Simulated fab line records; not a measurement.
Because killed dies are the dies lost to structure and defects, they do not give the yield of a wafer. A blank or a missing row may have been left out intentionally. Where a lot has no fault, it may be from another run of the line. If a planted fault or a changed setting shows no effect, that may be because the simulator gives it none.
Problem report in the 8D (eight disciplines) form, filled by code    flow gf180mcu    the parts of the form that need people (team, actions taken, sign-off) are left out

== 1. PROBLEM STATEMENT ==
developerTempC at GF_LVPWELL_DEVELOP_06 reads a mean of 23.87 C on 6 wafers of 2 lots; wafers without a fault read 22.98 C with a standard deviation of 0.09. Measured from the usual mean, that is +9.9 standard deviations.
The step: develop time 60 s.
The first sign was on wafer L929.1 at day 6 10:00, on lithoTrack-03. Wafers with a number at this step in the record: 42, from 14 lots. By rule, "out" or "out of limits" means more than 4 standard deviations away from the usual mean. Any other wafer with a number is counted as sound.

== 2. WHAT THIS IS AND IS NOT ==
question                     is                      is not
which readings at this step  developerTempC          -
which lots                   L929, L931              L920, L921, L923, L924, L925, L926, L927, L928, L932, L940, L942, L943
which wafers of those lots   all that have a number  -
read on which tools          lithoTrack-03           lithoTrack-01, lithoTrack-04
when                         from day 6 10:00        up to then (24 sound wafers); but 12 sound wafers of L932, L940, L942, L943 came after

== 3. THE SUSPECTS, EACH WITH WHAT RULES IT OUT ==
Counting: a tool stays on the suspect list if, at a process step up to the reading, it processed all lots that are out and no sound lot following the first of them.
- lithoTrack-03 at GF_LVPWELL_DEVELOP_06 (develop time 60 s): ruled out as a lasting fault. The sound lots L943 went through it after L929, its earliest lot that is out (day 6 10:00).
Left after counting: nothing in the record.

== 4. THE CAUSE (what the simulator had put in) ==
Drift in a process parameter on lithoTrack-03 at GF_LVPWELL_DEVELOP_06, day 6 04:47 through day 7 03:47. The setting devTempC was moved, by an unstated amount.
Counting ruled it out, wrongly.

== 5. SEQUENCE OF EFFECTS, ordered by route ==
One row per reading whose mean, taken over the struck wafers that have a number, lies over 3 standard deviations from the usual. Scope: only readings with a usual standard deviation given in the record; hours: median across lots of the time from each lot's start at the first step in this table that gives one to its start at this step; sigmas: change in usual standard deviations.
hours  step                   reading         usual    on struck wafers  change  sigmas
0      GF_LVPWELL_DEVELOP_06  developerTempC  22.98 C  23.87             +0.89   +9.9
It contains these process steps:
- GF_LVPWELL_DEVELOP_06: develop time 60 s.

== 6. HOW IT WOULD HAVE BEEN CAUGHT EARLIER ==
In this record the first reading out of limits was taken at day 6 10:00, 5 hours after the fault began at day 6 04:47.
